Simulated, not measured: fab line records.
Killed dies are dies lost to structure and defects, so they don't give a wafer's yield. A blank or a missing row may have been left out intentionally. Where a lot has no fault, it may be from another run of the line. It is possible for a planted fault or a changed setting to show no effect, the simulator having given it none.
Problem report, 8D (eight disciplines) form, completed by code ; flow sky130 ; the parts of the form that need people (team, actions taken, sign-off) are left out

1. WHAT IS WRONG
run-length-s at SKY_METAL2_SOFTBAKE_11 reads a mean of 129.72 s on 6 wafers of 2 lots; wafers without a fault read 119.06 s with a standard deviation of 0.23. Relative to the usual mean, that is a shift of +46 standard deviations.
The step: time 90 s.
The first sign was on wafer L362.3 at day 37 18:00, on litho-track-03. The record has a number at this step for 36 wafers belonging to 12 lots. Rule for "out" (also "out of limits"): further than 4 standard deviations from the usual mean. The rest of the wafers with a number are treated as sound.

2. WHAT IT IS, WHAT IT ISN'T
question;is;is not
which readings at this step;run-length-s;-
which lots;L362, L363;L351, L353, L357, L361, L366, L367, L371, L372, L373, L374
which wafers of those lots;all that have a number;-
read on which tools;litho-track-03;litho-track-01, litho-track-02
when;from day 37 18:00;"up to then (12 sound wafers); but 18 sound wafers of L366, L367, L371, L372, L373, L374 came after"

3. SUSPECTS, AND WHAT RULES EACH OUT
Counting: a tool at any process step up to the reading remains a suspect when it ran all the lots that are out and ran no sound lot after the first of those.
- rie-metal-04 at SKY_METAL1_DESCUM_17 (chemistry O2, time 8 s): ruled out as a lasting fault. After its first lot that is out, L362 (day 36 01:14), sound lots L366, L367 ran on it.
- rie-diel-03 at SKY_VIA1_ETCH_14 (etches BARC in N2/H2, stops on SiO2, time 45.9 s, target depth 60 nm): ruled out as a lasting fault. After its first lot that is out, L362 (day 37 04:17), sound lots L367, L371 ran on it.
- litho-track-03 at SKY_METAL2_SOFTBAKE_11 (time 90 s): kept. It processed each lot that is out, first L362 at day 37 18:00, and no sound lot thereafter; up to then, the last sound lot it processed was L353 at day 35 04:00. Its own readings are out on those wafers: run-length-s.
Left after counting: litho-track-03 at SKY_METAL2_SOFTBAKE_11.

4. THE CAUSE (what the simulator had put in)
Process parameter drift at SKY_METAL2_SOFTBAKE_11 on litho-track-03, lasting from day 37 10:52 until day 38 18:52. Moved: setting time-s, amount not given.
Only this tool survived the counting.

5. SEQUENCE OF EFFECTS, ordered by route
Rows list readings where the struck wafers' mean (over those with a number) sits beyond 3 standard deviations from the usual. Readings are gone through only where the record gives a usual standard deviation; hours: the median, over the lots, of the time from a lot's start at the first step in this table giving one to that lot's start at this step; sigmas: the change measured in usual standard deviations.
hours;step;reading;usual;on struck wafers;change;sigmas
0;SKY_METAL2_SOFTBAKE_11;run-length-s;119.06 s;129.72;+10.66;+46
Here are the process steps it includes:
- SKY_METAL2_SOFTBAKE_11: time 90 s.

6. WHAT WOULD HAVE CAUGHT IT SOONER
In this record no reading fell out of limits until day 37 18:00, 7 hours after the fault had begun at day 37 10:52.
